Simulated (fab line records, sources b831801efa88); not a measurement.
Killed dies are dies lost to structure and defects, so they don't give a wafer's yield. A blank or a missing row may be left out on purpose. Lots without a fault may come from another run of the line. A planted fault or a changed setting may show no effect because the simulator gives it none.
Which tool did it? | flow gf180mcu | 24 lots, 72 wafers sampled, at 6 steps of a route of 602

WHAT THE GAUGES READ, wafer by wafer
The record holds no reading of a measuring or inspecting step that can be judged against a usual standard deviation.

WHICH TOOL RAN EACH LOT (tool, then ch and the chambers of the sampled wafers, then the start)
lot  | GF_M2_SPUTTER_00             | GF_V2_STRIP_18                       | GF_V2_SPUTTER_21             | GF_M3_SPUTTER_02             | GF_M3_SPUTTER_04             | GF_M3_STRIP_17
L074 | pvd_sputter-02, day 17 21:53 | plasma_asher-03 ch 0,1, day 20 01:02 | pvd_sputter-01, day 20 01:35 | pvd_sputter-03, day 20 02:25 | pvd_sputter-03, day 20 02:28 | plasma_asher-02 ch 0,1, day 21 03:11
L075 | pvd_sputter-03, day 18 07:22 | plasma_asher-02 ch 0,1, day 20 09:29 | pvd_sputter-02, day 20 09:59 | pvd_sputter-04, day 20 10:48 | pvd_sputter-04, day 20 10:51 | plasma_asher-01 ch 0,1, day 21 11:25
L076 | pvd_sputter-03, day 18 18:47 | plasma_asher-02 ch 1, day 20 20:59   | pvd_sputter-01, day 20 21:32 | pvd_sputter-04, day 20 22:21 | pvd_sputter-04, day 20 22:24 | plasma_asher-04 ch 0,1, day 21 22:43
L077 | pvd_sputter-03, day 19 05:52 | plasma_asher-01 ch 0,1, day 21 07:14 | pvd_sputter-01, day 21 07:47 | pvd_sputter-03, day 21 08:37 | pvd_sputter-03, day 21 08:40 | plasma_asher-02 ch 0,1, day 22 08:32
L078 | pvd_sputter-02, day 19 11:30 | plasma_asher-01 ch 0,1, day 21 14:08 | pvd_sputter-01, day 21 14:41 | pvd_sputter-04, day 21 15:31 | pvd_sputter-04, day 21 15:34 | plasma_asher-02 ch 0,1, day 22 15:05
L079 | pvd_sputter-03, day 20 04:22 | plasma_asher-03 ch 0,1, day 22 06:08 | pvd_sputter-04, day 22 06:40 | pvd_sputter-01, day 22 07:30 | pvd_sputter-01, day 22 07:33 | plasma_asher-04 ch 0,1, day 23 06:56
L080 | pvd_sputter-04, day 20 15:35 | plasma_asher-01 ch 0,1, day 22 17:08 | pvd_sputter-02, day 22 17:43 | pvd_sputter-01, day 22 18:32 | pvd_sputter-01, day 22 18:35 | plasma_asher-02 ch 0,1, day 23 17:35
L081 | pvd_sputter-03, day 20 21:04 | plasma_asher-01 ch 0,1, day 22 22:25 | pvd_sputter-01, day 22 23:02 | pvd_sputter-03, day 22 23:52 | pvd_sputter-03, day 22 23:55 | plasma_asher-01 ch 0,1, day 23 22:40
L082 | pvd_sputter-04, day 21 10:29 | plasma_asher-01 ch 0,1, day 23 11:02 | pvd_sputter-01, day 23 11:34 | pvd_sputter-03, day 23 12:24 | pvd_sputter-03, day 23 12:27 | plasma_asher-02 ch 0,1, day 24 10:53
L083 | pvd_sputter-02, day 21 15:55 | plasma_asher-02 ch 0,1, day 23 15:47 | pvd_sputter-04, day 23 16:19 | pvd_sputter-03, day 23 17:09 | pvd_sputter-03, day 23 17:12 | plasma_asher-02 ch 0,1, day 24 15:29
L084 | pvd_sputter-04, day 22 05:14 | plasma_asher-01 ch 1, day 24 04:32   | pvd_sputter-04, day 24 05:04 | pvd_sputter-03, day 24 05:54 | pvd_sputter-03, day 24 05:57 | plasma_asher-04 ch 0,1, day 25 04:11
L085 | pvd_sputter-04, day 22 10:08 | plasma_asher-02 ch 0,1, day 24 09:26 | pvd_sputter-01, day 24 09:58 | pvd_sputter-04, day 24 10:48 | pvd_sputter-04, day 24 10:51 | plasma_asher-04 ch 0,1, day 25 08:46
L086 | pvd_sputter-04, day 22 17:40 | plasma_asher-03 ch 0,1, day 24 15:38 | pvd_sputter-04, day 24 16:10 | pvd_sputter-03, day 24 17:01 | pvd_sputter-03, day 24 17:04 | plasma_asher-02 ch 0,1, day 25 14:19
L087 | pvd_sputter-04, day 23 02:32 | plasma_asher-03 ch 0,1, day 25 00:47 | pvd_sputter-02, day 25 01:19 | pvd_sputter-01, day 25 02:10 | pvd_sputter-01, day 25 02:13 | plasma_asher-01 ch 1, day 25 23:20
L088 | pvd_sputter-03, day 23 09:14 | plasma_asher-01 ch 0,1, day 25 07:32 | pvd_sputter-04, day 25 08:07 | pvd_sputter-01, day 25 08:56 | pvd_sputter-01, day 25 09:00 | plasma_asher-02 ch 0, day 26 06:32
L089 | pvd_sputter-04, day 23 12:29 | plasma_asher-03 ch 0,1, day 25 10:26 | pvd_sputter-04, day 25 10:56 | pvd_sputter-01, day 25 11:46 | pvd_sputter-01, day 25 11:49 | plasma_asher-01 ch 0,1, day 26 08:55
L090 | pvd_sputter-03, day 24 01:52 | plasma_asher-02 ch 0,1, day 25 22:53 | pvd_sputter-04, day 25 23:26 | pvd_sputter-01, day 26 00:16 | pvd_sputter-01, day 26 00:19 | plasma_asher-01 ch 0,1, day 26 20:52
L091 | pvd_sputter-02, day 24 14:22 | plasma_asher-02 ch 0,1, day 26 11:29 | pvd_sputter-04, day 26 12:02 | pvd_sputter-03, day 26 12:52 | pvd_sputter-03, day 26 12:55 | plasma_asher-02 ch 0,1, day 27 08:23
L093 | pvd_sputter-03, day 25 03:31 | plasma_asher-02 ch 0,1, day 26 23:10 | pvd_sputter-04, day 26 23:40 | pvd_sputter-03, day 27 03:59 | pvd_sputter-03, day 27 04:02 | plasma_asher-02 ch 0,1, day 27 23:40
L092 | pvd_sputter-04, day 25 04:35 | plasma_asher-01 ch 0,1, day 27 00:07 | pvd_sputter-02, day 27 00:37 | pvd_sputter-01, day 27 04:18 | pvd_sputter-01, day 27 04:21 | plasma_asher-02 ch 0,1, day 28 00:43
L094 | pvd_sputter-03, day 25 08:21 | plasma_asher-01 ch 0,1, day 27 04:38 | pvd_sputter-01, day 27 05:16 | pvd_sputter-03, day 27 06:34 | pvd_sputter-03, day 27 06:37 | plasma_asher-04 ch 0,1, day 28 02:19
L095 | pvd_sputter-02, day 25 18:29 | plasma_asher-02 ch 0,1, day 27 12:08 | pvd_sputter-04, day 27 13:05 | pvd_sputter-01, day 27 13:54 | pvd_sputter-01, day 27 13:57 | plasma_asher-04 ch 0,1, day 28 09:59
L096 | pvd_sputter-02, day 26 06:34 | plasma_asher-01 ch 0,1, day 28 02:11 | pvd_sputter-02, day 28 02:44 | pvd_sputter-04, day 28 03:34 | pvd_sputter-04, day 28 03:37 | plasma_asher-01 ch 0,1, day 28 23:36
L097 | pvd_sputter-03, day 26 07:32 | plasma_asher-01 ch 0,1, day 28 02:56 | pvd_sputter-01, day 28 03:52 | pvd_sputter-01, day 28 04:41 | pvd_sputter-01, day 28 04:44 | plasma_asher-04 ch 0,1, day 29 00:34
- GF_M2_SPUTTER_00: material Ti, target thk 37.5 nm, time 150 s.
- GF_V2_STRIP_18: strips in O2/N2.
- GF_V2_SPUTTER_21: material Ti, target thk 15 nm, time 80.02 s.
- GF_M3_SPUTTER_02: material AlCu, target thk 450 nm, time 23.9 s.
- GF_M3_SPUTTER_04: material TiN, target thk 50 nm, time 41.7 s.
- GF_M3_STRIP_17: strips in O2/N2.

WHAT THE TOOLS THEMSELVES READ (means of the sampled wafers that have a number; where no wafer has one, the mark that the record gives instead)
GF_M2_SPUTTER_00. Usual: throttle_valve_pct 30.2 %, standard deviation 1.4.
lot  | tool           | throttle_valve_pct (%) | flag
L074 | pvd_sputter-02 | 29.6                   |
L075 | pvd_sputter-03 | 30.5                   |
L076 | pvd_sputter-03 | 30.0                   |
L077 | pvd_sputter-03 | 30.3                   |
L078 | pvd_sputter-02 | 30.4                   |
L079 | pvd_sputter-03 | 30.6                   |
L080 | pvd_sputter-04 | 29.8                   |
L081 | pvd_sputter-03 | 31.2                   |
L082 | pvd_sputter-04 | 30.8                   |
L083 | pvd_sputter-02 | 30.3                   |
L084 | pvd_sputter-04 | 30.7                   |
L085 | pvd_sputter-04 | 29.6                   |
L086 | pvd_sputter-04 | 28.9                   |
L087 | pvd_sputter-04 | 28.7                   |
L088 | pvd_sputter-03 | 30.4                   |
L089 | pvd_sputter-04 | 28.9                   |
L090 | pvd_sputter-03 | 31.3                   |
L091 | pvd_sputter-02 | 29.8                   |
L093 | pvd_sputter-03 | 30.9                   |
L092 | pvd_sputter-04 | 29.6                   |
L094 | pvd_sputter-03 | 31.6                   |
L095 | pvd_sputter-02 | 30.1                   |
L096 | pvd_sputter-02 | 29.7                   |
L097 | pvd_sputter-03 | 30.6                   |

GF_V2_STRIP_18. Usual: drypump_motor_current_A 5.8 A, standard deviation 0.48; heater_power_w 351 W, standard deviation 21; oes_product_au 0.594 a.u., standard deviation 0.0045.
lot  | tool            | drypump_motor_current_A (A) | heater_power_w (W) | oes_product_au (a.u.) | flag
L074 | plasma_asher-03 | 5.1                         | 321                | 0.599                 |
L075 | plasma_asher-02 | 6.3                         | 376                | 0.590                 |
L076 | plasma_asher-02 | 6.0                         | 359                | 0.596                 |
L077 | plasma_asher-01 | 5.7                         | 340                | 0.596                 |
L078 | plasma_asher-01 | 5.9                         | 352                | 0.595                 |
L079 | plasma_asher-03 | 5.2                         | 323                | 0.595                 |
L080 | plasma_asher-01 | 5.7                         | 342                | 0.596                 |
L081 | plasma_asher-01 | 5.9                         | 361                | 0.594                 |
L082 | plasma_asher-01 | 5.7                         | 347                | 0.592                 |
L083 | plasma_asher-02 | 6.3                         | 371                | 0.590                 |
L084 | plasma_asher-01 | 5.5                         | 337                | 0.596                 |
L085 | plasma_asher-02 | 6.3                         | 371                | 0.597                 |
L086 | plasma_asher-03 | 5.3                         | 323                | 0.596                 |
L087 | plasma_asher-03 | 5.1                         | 322                | 0.591                 |
L088 | plasma_asher-01 | 5.7                         | 345                | 0.595                 |
L089 | plasma_asher-03 | 5.3                         | 325                | 0.586                 |
L090 | plasma_asher-02 | 6.2                         | 362                | 0.597                 |
L091 | plasma_asher-02 | 6.2                         | 363                | 0.589                 |
L093 | plasma_asher-02 | 6.3                         | 375                | 0.595                 |
L092 | plasma_asher-01 | 5.7                         | 345                | 0.594                 |
L094 | plasma_asher-01 | 6.0                         | 356                | 0.593                 |
L095 | plasma_asher-02 | 6.2                         | 367                | 0.596                 |
L096 | plasma_asher-01 | 5.7                         | 348                | 0.592                 |
L097 | plasma_asher-01 | 6.0                         | 357                | 0.592                 |

GF_V2_SPUTTER_21. Usual: throttle_valve_pct 29.9 %, standard deviation 1.4.
lot  | tool           | throttle_valve_pct (%) | flag
L074 | pvd_sputter-01 | 30.3                   |
L075 | pvd_sputter-02 | 29.1                   |
L076 | pvd_sputter-01 | 30.4                   |
L077 | pvd_sputter-01 | 29.8                   |
L078 | pvd_sputter-01 | 29.5                   |
L079 | pvd_sputter-04 | 29.8                   |
L080 | pvd_sputter-02 | 29.5                   |
L081 | pvd_sputter-01 | 29.5                   |
L082 | pvd_sputter-01 | 30.2                   |
L083 | pvd_sputter-04 | 29.6                   |
L084 | pvd_sputter-04 | 31.3                   |
L085 | pvd_sputter-01 | 30.6                   |
L086 | pvd_sputter-04 | 29.9                   |
L087 | pvd_sputter-02 | 29.6                   |
L088 | pvd_sputter-04 | 29.9                   |
L089 | pvd_sputter-04 | 30.0                   |
L090 | pvd_sputter-04 | 29.0                   |
L091 | pvd_sputter-04 | 31.2                   |
L093 | pvd_sputter-04 | 29.7                   |
L092 | pvd_sputter-02 | 30.2                   |
L094 | pvd_sputter-01 | 30.4                   |
L095 | pvd_sputter-04 | 29.7                   |
L096 | pvd_sputter-02 | 29.7                   |
L097 | pvd_sputter-01 | 29.6                   |

GF_M3_SPUTTER_02. Usual: throttle_valve_pct 30.2 %, standard deviation 1.3.
lot  | tool           | throttle_valve_pct (%) | flag
L074 | pvd_sputter-03 | 30.6                   |
L075 | pvd_sputter-04 | 29.6                   |
L076 | pvd_sputter-04 | 30.8                   |
L077 | pvd_sputter-03 | 31.0                   |
L078 | pvd_sputter-04 | 29.5                   |
L079 | pvd_sputter-01 | 30.2                   |
L080 | pvd_sputter-01 | 30.7                   |
L081 | pvd_sputter-03 | 30.9                   |
L082 | pvd_sputter-03 | 30.7                   |
L083 | pvd_sputter-03 | 30.6                   |
L084 | pvd_sputter-03 | 30.7                   |
L085 | pvd_sputter-04 | 30.7                   |
L086 | pvd_sputter-03 | 31.1                   |
L087 | pvd_sputter-01 | 29.8                   |
L088 | pvd_sputter-01 | 30.8                   |
L089 | pvd_sputter-01 | 30.5                   |
L090 | pvd_sputter-01 | 30.5                   |
L091 | pvd_sputter-03 | 30.6                   |
L093 | pvd_sputter-03 | 31.2                   |
L092 | pvd_sputter-01 | 29.5                   |
L094 | pvd_sputter-03 | 31.5                   |
L095 | pvd_sputter-01 | 31.3                   |
L096 | pvd_sputter-04 | 29.7                   |
L097 | pvd_sputter-01 | 30.5                   |

GF_M3_SPUTTER_04. Usual: throttle_valve_pct 30.2 %, standard deviation 1.3.
lot  | tool           | throttle_valve_pct (%) | flag
L074 | pvd_sputter-03 | 30.6                   |
L075 | pvd_sputter-04 | 29.9                   |
L076 | pvd_sputter-04 | 30.7                   |
L077 | pvd_sputter-03 | 31.0                   |
L078 | pvd_sputter-04 | 29.7                   |
L079 | pvd_sputter-01 | 30.2                   |
L080 | pvd_sputter-01 | 30.5                   |
L081 | pvd_sputter-03 | 30.8                   |
L082 | pvd_sputter-03 | 30.6                   |
L083 | pvd_sputter-03 | 30.8                   |
L084 | pvd_sputter-03 | 30.5                   |
L085 | pvd_sputter-04 | 30.7                   |
L086 | pvd_sputter-03 | 30.8                   |
L087 | pvd_sputter-01 | 29.7                   |
L088 | pvd_sputter-01 | 30.7                   |
L089 | pvd_sputter-01 | 30.6                   |
L090 | pvd_sputter-01 | 30.4                   |
L091 | pvd_sputter-03 | 30.6                   |
L093 | pvd_sputter-03 | 31.4                   |
L092 | pvd_sputter-01 | 29.4                   |
L094 | pvd_sputter-03 | 31.4                   |
L095 | pvd_sputter-01 | 31.3                   |
L096 | pvd_sputter-04 | 29.6                   |
L097 | pvd_sputter-01 | 30.6                   |

GF_M3_STRIP_17. Usual: drypump_motor_current_A 6.10 A, standard deviation 0.3; heater_power_w 350 W, standard deviation 25; oes_product_au 0.558 a.u., standard deviation 0.0045; strip_time_to_endpoint_s 7.89 s, standard deviation 0.036.
lot  | tool            | drypump_motor_current_A (A) | heater_power_w (W) | oes_product_au (a.u.) | strip_time_to_endpoint_s (s) | flag
L074 | plasma_asher-02 | 6.34                        | 381                | 0.556                 | 7.90                         |
L075 | plasma_asher-01 | 5.72                        | 345                | 0.556                 | 7.88                         |
L076 | plasma_asher-04 | 6.10                        | 316                | 0.558                 | 7.90                         |
L077 | plasma_asher-02 | 6.33                        | 374                | 0.556                 | 7.90                         |
L078 | plasma_asher-02 | 6.35                        | 371                | 0.560                 | 7.90                         |
L079 | plasma_asher-04 | 6.10                        | 322                | 0.554                 | 7.86                         |
L080 | plasma_asher-02 | 6.17                        | 369                | 0.560                 | 7.95                         |
L081 | plasma_asher-01 | 5.94                        | 354                | 0.556                 | 7.91                         |
L082 | plasma_asher-02 | 6.16                        | 361                | 0.559                 | 7.94                         |
L083 | plasma_asher-02 | 6.16                        | 368                | 0.555                 | 7.86                         |
L084 | plasma_asher-04 | 6.09                        | 320                | 0.557                 | 7.84                         |
L085 | plasma_asher-04 | 6.07                        | 322                | 0.558                 | 7.86                         |
L086 | plasma_asher-02 | 6.34                        | 380                | 0.560                 | 7.87                         |
L087 | plasma_asher-01 | 5.50                        | 338                | 0.559                 | 7.92                         |
L088 | plasma_asher-02 | 6.49                        | 385                | 0.561                 | 7.92                         |
L089 | plasma_asher-01 | 5.71                        | 344                | 0.557                 | 7.91                         |
L090 | plasma_asher-01 | 5.93                        | 355                | 0.559                 | 7.91                         |
L091 | plasma_asher-02 | 6.33                        | 376                | 0.561                 | 7.86                         |
L093 | plasma_asher-02 | 6.17                        | 364                | 0.554                 | 7.95                         |
L092 | plasma_asher-02 | 6.17                        | 366                | 0.560                 | 7.92                         |
L094 | plasma_asher-04 | 6.10                        | 317                | 0.560                 | 7.89                         |
L095 | plasma_asher-04 | 6.08                        | 321                | 0.554                 | 7.88                         |
L096 | plasma_asher-01 | 5.71                        | 339                | 0.562                 | 7.91                         |
L097 | plasma_asher-04 | 6.10                        | 326                | 0.559                 | 7.85                         |

THE ANSWER, worked out from the rows above alone
Rule: a lot is off if the mean of its wafers that have a number lies more than 3 standard deviations from the usual mean. A lot without any number at a reading at which 4 lots or more have one is off too. The other lots that the step has rows for count as sound. The gauges are gone through in route order, then the tools' own readings, and for those a lot's mean is taken as printed above. The first step at which some lot is off is used, and at that step the reading that is off furthest; a lot without a number counts as furthest.
No lot is off at any reading shown: from this, nothing can be told.

WHAT THE SIMULATOR HAD PUT IN
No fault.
